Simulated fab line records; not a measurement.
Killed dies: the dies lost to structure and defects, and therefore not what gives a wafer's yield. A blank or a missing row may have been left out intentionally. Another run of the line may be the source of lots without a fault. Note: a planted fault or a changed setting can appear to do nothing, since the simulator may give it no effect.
A lot that was struck, set against a sound lot	flow gf180mcu	16 out of 602 route steps
Sound: wafers L459.1, L459.4, L459.5. Wafers struck: L474.1, L474.2, L474.3. The cause comes at the end.
Each step with rows lists, per side, the tool, then ch with its chambers, then its first start. Under that, the readings that differ: sound wafers	struck wafers	difference of the means	sigmas: that difference in standard deviations of wafers without a fault.
alike: readings with means less than 2 such deviations apart, plus words and numbers identical on both sides. not compared: withheld readings, readings lacking a value on some wafer, bounds such as >300 that could conceal the same value, and numbers that have no deviation in the record and whose values overlap.
The two part at a step that has a row with sigmas, a row that says differs or no value, or rows on one side only. Non-overlapping numbers with no deviation appear without sigmas and do not part them. Lack of a reading on every wafer of one side parts them only where that side has two or more wafers.

first, 4 steps without rows for these wafers: GF_M3_SOFTBAKE_10 (time 60 s); GF_M3_EXPOSE_11 (exposes mask Metal3, target cd 280 nm); GF_M3_PEB_12 (peb time 90 s); GF_M3_DEVELOP_13 (develop time 60 s).
GF_M3_CD_MEAS_14 targets a cd of 280 nm.
  sound on cd sem-02, day 22 12:39; struck on cd sem-01, day 27 05:16
  alike: cd nm
GF_M3_OVL_MEAS_15:
  sound on overlay-01, day 22 12:46; struck on overlay-01, day 27 05:23
  alike: M3_OVL
GF_M3_METAL_ETCH_16: etches the open film in Cl2/BCl3, stops on SiO2, target depth 627.5 nm, time 104.6 s.
  sound on rie metal-01 ch 0,1, day 22 12:49; struck on rie metal-04 ch 0,1, day 27 05:25
  alike: chamber pressure mTorr, drypump motor current A, oes product au, throttle valve pct
  not compared: rf hours counter h
GF_M3_STRIP_17: strips in O2/N2.
  sound on plasma asher-04 ch 0,1, day 22 12:55; struck on plasma asher-01 ch 0,1, day 27 05:32
  alike: chamber pressure mTorr, drypump motor current A, heater power w, o2 flow sccm, oes product au, strip time to endpoint s
  not compared: rf hours counter h
then, 3 steps without rows for these wafers: GF_M3_STRIP_18 (strips in post etch residue remover, time 1200 s); GF_M3_CLEAN_19 (cleans in DIW); GF_V3_CVD_00 (deposits SiO2, target thk 600 nm, time 100 s).
GF_V3_THK_MEAS_01:
  sound on film metro-03, day 22 13:32; struck on film metro-01, day 27 06:10
  alike: V3_CVD_00_THK
GF_V3_CVD_02: deposits SiO2 from TEOS, target thk 850 nm, time 94.851 s.
  sound on pecvd-02 ch 1,2, day 22 13:35; struck on pecvd-02 ch 0,1,2, day 27 06:14
reading	sound	struck	difference	sigmas
rf fwd power W (W)	594.8 594.3 599.2	695.9 688.5 691.4	+95.8	+48
model.SiO2_of_V3_CVD_02.thk nm (nm)	854.4 867 876.1	890.6 894.7 896.1	+28.0	
  alike: heater power outer w, heater power w
GF_V3_THK_MEAS_03:
  sound on film metro-04, day 22 13:40; struck on film metro-03, day 27 06:18
reading	sound	struck	difference	sigmas
V3_CVD_02_THK (nm)	854 867 876	890 894 897	+28	+2
GF_V3_CMP_04: polishes SiO2.
  sound on cmp-01 ch 1,2, day 22 13:43; struck on cmp-01 ch 0,1,3, day 27 06:22
  alike: motor current A, platen rpm, time to endpoint s
GF_PASSIVATION_PROBE_99:
  rows exist in the record for the sound wafers here (prober-01, day 29 23:55), none for the struck ones

== WHERE THEY PART ==
Last at GF_PASSIVATION_PROBE_99 as far as this record goes, first at GF_V3_CVD_02.

WHY: what had been put in by the simulator
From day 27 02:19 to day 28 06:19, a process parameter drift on pecvd-02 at GF_V3_CVD_02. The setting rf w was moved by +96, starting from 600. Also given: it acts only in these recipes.
